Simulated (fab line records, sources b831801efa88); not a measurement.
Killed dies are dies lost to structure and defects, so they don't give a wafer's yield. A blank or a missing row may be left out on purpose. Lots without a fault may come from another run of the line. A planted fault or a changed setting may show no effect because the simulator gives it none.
A struck lot beside a sound one | flow sky130 | 14 steps out of a route of 708
Sound: wafers L811.2, L811.4, L811.5. Struck: wafers L821.1, L821.4, L821.6. The cause comes at the end.
At each step with rows: each side's tool, then ch and its chambers, then its first start. Under that, the readings that differ: sound wafers | struck wafers | difference of the means | sigmas: that difference in standard deviations of wafers without a fault.
alike: readings whose means differ by less than 2 such deviations, and words and numbers that are the same on both sides. not compared: withheld readings, readings that some wafer has no value for, bounds like >300 that may hide the same value, and numbers for which the record gives no deviation and whose values overlap.
The two part at a step that has a row with sigmas, a row that says differs or no value, or rows on one side only. Numbers that don't overlap but have no deviation are shown without sigmas and don't part them. A reading that every wafer of one side lacks parts them only if that side has two wafers or more.

SKY_CAPM_METAL_ETCH_13: etches TiN in Cl2/BCl3, stops on SiO2, target depth 220 nm, time 62.9 s.
  sound on rie_metal-01 ch 0,1, day 37 14:40; struck on rie_metal-02 ch 0, day 40 20:56
  reading                     | sound       | struck      | difference | sigmas
  drypump_motor_current_A (A) | 6.0 5.4 5.3 | 6.3 6.3 6.3 | +0.7       | +2
  alike: bias_w, oes_product_au, throttle_valve_pct
  not compared: rf_hours_counter_h
SKY_CAPM_STRIP_14: strips in O2/N2.
  sound on plasma_asher-04 ch 0,1, day 37 14:45; struck on plasma_asher-04 ch 0,1, day 40 21:01
  alike: drypump_motor_current_A, oes_product_au, strip_time_to_endpoint_s
  not compared: rf_hours_counter_h
then, 10 steps without rows for these wafers: SKY_CAPM_STRIP_15 (strips in post etch residue remover, time 1200 s); SKY_CAPM_CLEAN_16 (cleans in IPA, time 180 s); SKY_CAPM_CLEAN_17 (cleans in O3/DIW); SKY_METAL3_DEHYDRATE_05 (time 60 s); SKY_METAL3_HMDS_06 (prime time 60 s); SKY_METAL3_COAT_07 (resist thk 60 nm); SKY_METAL3_COAT_08 (resist thk 1140 nm); SKY_METAL3_SOFTBAKE_09 (time 90 s); SKY_METAL3_EXPOSE_10 (exposes mask MM3, target cd 300 nm); SKY_METAL3_PEB_11.
SKY_METAL3_DEVELOP_12: develop time 60 s.
  sound on litho_track-02 ch 0, day 38 16:00; struck on litho_track-03, day 41 21:00
  no value came back on the struck wafers for chill_plate_temp_C (C), develop_time_s (s); on the sound wafers chill_plate_temp_C (C) reads 22.93 22.95 22.95
  reading                                       | sound          | struck         | difference | sigmas
  model.KrF-thick_of_METAL3_COAT_08.thk_nm (nm) | 1123 1124 1122 | 1138 1139 1138 | +15        |
SKY_METAL3_CD_MEAS_13: target cd 300 nm.
  sound on cd_sem-02, day 38 16:56; struck on cd_sem-02, day 41 21:42
  reading    | sound             | struck | difference                    | sigmas
  cd_nm (nm) | 299.9 299.5 299.9 | - - -  | no value on the struck wafers |

WHERE THEY PART
First at SKY_CAPM_METAL_ETCH_13; last, within this record, at SKY_METAL3_CD_MEAS_13.

WHY: what the simulator had put in
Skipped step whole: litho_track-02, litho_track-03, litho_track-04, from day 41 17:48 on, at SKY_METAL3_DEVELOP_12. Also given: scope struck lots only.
